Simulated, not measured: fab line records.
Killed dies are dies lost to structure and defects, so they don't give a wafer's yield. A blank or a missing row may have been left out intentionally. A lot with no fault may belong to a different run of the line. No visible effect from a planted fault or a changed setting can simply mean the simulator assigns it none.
Which tool did it? ; flow gf180mcu ; route of 602 steps, sampled at 1 step: 6 lots, 18 wafers

== WHAT EACH GAUGE READ, for each wafer ==
GF_PSD_TW_MEAS_11.
lot;measured;on;PSD_TW
L658;day 14 19:29;filmMetro-02;3145 3143 3168
L661;day 16 03:40;filmMetro-03;3173 3175 3182
L664;day 17 03:47;filmMetro-01;3203 3203 3212
L675;day 20 09:50;filmMetro-01;3212 3219 3210
L677;day 20 22:14;filmMetro-02;3146 3172 3158
L679;day 21 19:02;filmMetro-02;3148 3152 3157

== WHAT TOOL EACH LOT RAN ON (gives the tool, then ch and the chambers of the sampled wafers, and finally the start) ==
The record holds no process step before these readings.

== THE ANSWER, worked out from the rows above alone ==
Rule: usual is defined by the lots themselves. Put in order of their means at a reading, lots are off if they are a third of the lots or fewer, leave a main group of 4 or more, and stand apart from it by a gap of 3 or more times the standard deviation of the main group's means; of several such gaps the widest counts. The tables above print the reading to a certain number of digits; a main group whose means all agree to those digits is not used. A lot without any number at a reading at which 4 lots or more have one is off too. All remaining lots with rows at the step are treated as sound.
None of the lots is off at any reading shown; this tells nothing.

== WHAT THE SIMULATOR PUT IN ==
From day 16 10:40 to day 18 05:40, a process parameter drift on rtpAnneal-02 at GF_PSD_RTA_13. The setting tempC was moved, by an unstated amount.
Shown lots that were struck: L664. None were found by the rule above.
